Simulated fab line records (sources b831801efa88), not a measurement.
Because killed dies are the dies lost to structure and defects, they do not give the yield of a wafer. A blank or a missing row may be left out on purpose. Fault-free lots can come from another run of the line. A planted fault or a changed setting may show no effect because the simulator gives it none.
Which tool did it? :: flow gf180mcu :: 33 wafers from 11 lots sampled at 3 of the route's 602 steps

WHAT EACH GAUGE READ, for each wafer
GF_M1_RS_MEAS_05: the measuring method here is four-point-probe.
lot: L183
measured: day 17 00:31
on: film_metro-01
M1_ALCU_RS (ohm/sq): 0.0694 0.0708 0.0699

lot: L184
measured: day 17 17:23
on: film_metro-02
M1_ALCU_RS (ohm/sq): 0.0696 0.0698 0.0709

lot: L188
measured: day 19 02:25
on: film_metro-04
M1_ALCU_RS (ohm/sq): 0.0699 0.0699 0.0695

lot: L189
measured: day 19 12:58
on: film_metro-02
M1_ALCU_RS (ohm/sq): 0.0699 0.0697 0.0707

lot: L192
measured: day 20 19:32
on: film_metro-04
M1_ALCU_RS (ohm/sq): 0.0691 0.0875 0.0702

lot: L193
measured: day 21 01:08
on: film_metro-04
M1_ALCU_RS (ohm/sq): 0.0688 0.0689 0.0689

lot: L199
measured: day 22 23:32
on: film_metro-04
M1_ALCU_RS (ohm/sq): 0.0696 0.0696 0.0697

lot: L200
measured: day 23 09:32
on: film_metro-02
M1_ALCU_RS (ohm/sq): 0.0703 0.0701 0.0705

lot: L201
measured: day 23 14:36
on: film_metro-04
M1_ALCU_RS (ohm/sq): 0.0703 0.0711 0.0708

lot: L202
measured: day 23 22:51
on: film_metro-02
M1_ALCU_RS (ohm/sq): 0.0695 0.0698 0.0691

lot: L203
measured: day 24 03:33
on: film_metro-04
M1_ALCU_RS (ohm/sq): 0.0693 0.0701 0.0695

EACH LOT AND THE TOOL THAT RAN IT (in order: tool; ch and the chambers of the sampled wafers; start)
lot: L183
GF_CONTACT_CMP_04: cmp-02 ch 1,2,3, day 16 00:35
GF_M1_SPUTTER_02: pvd_sputter-01, day 17 00:26

lot: L184
GF_CONTACT_CMP_04: cmp-02 ch 0,1,3, day 16 16:14
GF_M1_SPUTTER_02: pvd_sputter-03, day 17 17:17

lot: L188
GF_CONTACT_CMP_04: cmp-02 ch 1,2, day 18 01:07
GF_M1_SPUTTER_02: pvd_sputter-02, day 19 02:19

lot: L189
GF_CONTACT_CMP_04: cmp-01 ch 0,3, day 18 10:38
GF_M1_SPUTTER_02: pvd_sputter-01, day 19 12:50

lot: L192
GF_CONTACT_CMP_04: cmp-02 ch 0,1, day 19 16:54
GF_M1_SPUTTER_02: pvd_sputter-01, day 20 19:26

lot: L193
GF_CONTACT_CMP_04: cmp-02 ch 1,2,3, day 19 23:08
GF_M1_SPUTTER_02: pvd_sputter-03, day 21 01:03

lot: L199
GF_CONTACT_CMP_04: cmp-01 ch 0,1,3, day 21 22:23
GF_M1_SPUTTER_02: pvd_sputter-02, day 22 23:26

lot: L200
GF_CONTACT_CMP_04: cmp-01 ch 1,3, day 22 08:26
GF_M1_SPUTTER_02: pvd_sputter-02, day 23 09:26

lot: L201
GF_CONTACT_CMP_04: cmp-02 ch 0,1,2, day 22 13:25
GF_M1_SPUTTER_02: pvd_sputter-02, day 23 14:29

lot: L202
GF_CONTACT_CMP_04: cmp-01 ch 1,2,3, day 22 22:13
GF_M1_SPUTTER_02: pvd_sputter-01, day 23 22:44

lot: L203
GF_CONTACT_CMP_04: cmp-02 ch 0,3, day 23 02:53
GF_M1_SPUTTER_02: pvd_sputter-01, day 24 03:23
- GF_CONTACT_CMP_04: polishes SiO2.
- GF_M1_SPUTTER_02: material AlCu, target thk 450 nm, time 23.9 s.

THE ANSWER, worked out from the rows above alone
Rule: the usual values come from the lots themselves. Put in order of their means at a reading, lots are off if they are a third of the lots or fewer, leave a main group of 4 or more, and stand apart from it by a gap of 3 or more times the standard deviation of the main group's means; of several such gaps the widest counts. A main group whose means are all the same, to the digits that the tables above print for the reading, isn't used. A lot without any number at a reading at which 4 lots or more have one is off too. Any other lot the step has rows for is counted as sound.
Off: at GF_M1_RS_MEAS_05 (M1_ALCU_RS), L192. Main group: mean 0.0699 ohm/sq, sd 0.00049.
If a tool, at a process step before that reading, ran all the lots that are off and no sound lot after the first of them, it fits. Gauges at GF_M1_RS_MEAS_05: tried the same way as those tools. No candidate that was tried fits.

WHAT HAD BEEN PUT IN BY THE SIMULATOR
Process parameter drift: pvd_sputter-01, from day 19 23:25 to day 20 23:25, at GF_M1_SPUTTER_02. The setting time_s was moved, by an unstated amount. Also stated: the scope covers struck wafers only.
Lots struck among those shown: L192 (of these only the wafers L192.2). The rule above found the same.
